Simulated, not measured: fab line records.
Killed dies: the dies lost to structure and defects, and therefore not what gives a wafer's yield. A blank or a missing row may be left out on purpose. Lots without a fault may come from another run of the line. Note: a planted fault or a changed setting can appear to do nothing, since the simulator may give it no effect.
The tool behind it: which one? | flow gf180mcu | 18 wafers from 6 lots sampled at 4 of the route's 602 steps

== WHAT EACH GAUGE READ, for each wafer ==
GF_M2_CD_MEAS_14 targets a cd of 280 nm.
lot  | measured     | on        | cd nm (nm)
L761 | day 19 15:26 | cd sem-01 | 281.7 281.8 282.6
L765 | day 21 05:38 | cd sem-01 | 279.4 281.5 279.2
L771 | day 23 14:27 | cd sem-01 | 268.5 256.6 207.5
L776 | day 25 01:59 | cd sem-01 | 278.8 278.9 280.3
L780 | day 26 10:18 | cd sem-02 | 276.9 279.0 278.1
L782 | day 26 21:31 | cd sem-02 | 280.8 279.8 281.0

== TOOL THAT RAN EACH LOT (tool first, then ch and the chambers of the sampled wafers, then the start) ==
lot  | GF_V1_SPUTTER_21             | GF_V1_SPUTTER_22             | GF_M2_EXPOSE_11
L761 | pvd sputter-04, day 18 13:40 | pvd sputter-04, day 18 13:43 | krf scanner-01 ch 0, day 19 03:01
L765 | pvd sputter-02, day 20 05:28 | pvd sputter-02, day 20 05:31 | krf scanner-02 ch 0, day 20 18:08
L771 | pvd sputter-03, day 22 14:56 | pvd sputter-03, day 22 15:00 | krf scanner-02 ch 0, day 23 03:00
L776 | pvd sputter-03, day 24 04:21 | pvd sputter-03, day 24 04:25 | krf scanner-01 ch 0, day 24 15:56
L780 | pvd sputter-02, day 25 12:31 | pvd sputter-02, day 25 12:35 | krf scanner-01 ch 0, day 26 00:10
L782 | pvd sputter-03, day 26 00:25 | pvd sputter-03, day 26 00:28 | krf scanner-01 ch 0, day 26 11:40
- GF_V1_SPUTTER_21: material Ti, target thk 15 nm, time 80.02 s.
- GF_V1_SPUTTER_22: material TiN, target thk 10 nm, time 40 s.
- GF_M2_EXPOSE_11: exposes mask Metal2, target cd 280 nm.

== THE ANSWER, worked out from the rows above alone ==
Rule: the usual values come from the lots themselves. Put in order of their means at a reading, lots are off if they are a third of the lots or fewer, leave a main group of 4 or more, and stand apart from it by a gap of 3 or more times the standard deviation of the main group's means; of several such gaps the widest counts. The tables above print the reading to a certain number of digits; a main group whose means all agree to those digits is not used. A lot without any number at a reading at which 4 lots or more have one is off too. Where the step has rows for the other lots, those lots are counted as sound.
Off at GF_M2_CD_MEAS_14 (cd nm): L771. Main group: mean 280.0 nm, sd 1.3.
If a tool, at a process step before that reading, ran all the lots that are off and no sound lot after the first of them, it fits. Those tools and the gauges at GF_M2_CD_MEAS_14 are tried in the same way. One fits: krf scanner-02 at GF_M2_EXPOSE_11. A fault onset in the window from L765 (day 20 18:08, its last sound lot) to L771 (day 23 03:00, its first lot off) fits.

== WHAT THE SIMULATOR HAD INSERTED ==
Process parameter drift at GF_M2_EXPOSE_11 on krf scanner-02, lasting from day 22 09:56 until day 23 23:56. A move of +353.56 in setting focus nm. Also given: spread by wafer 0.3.
Shown lots that were struck: L771. The rule given above showed the same thing.
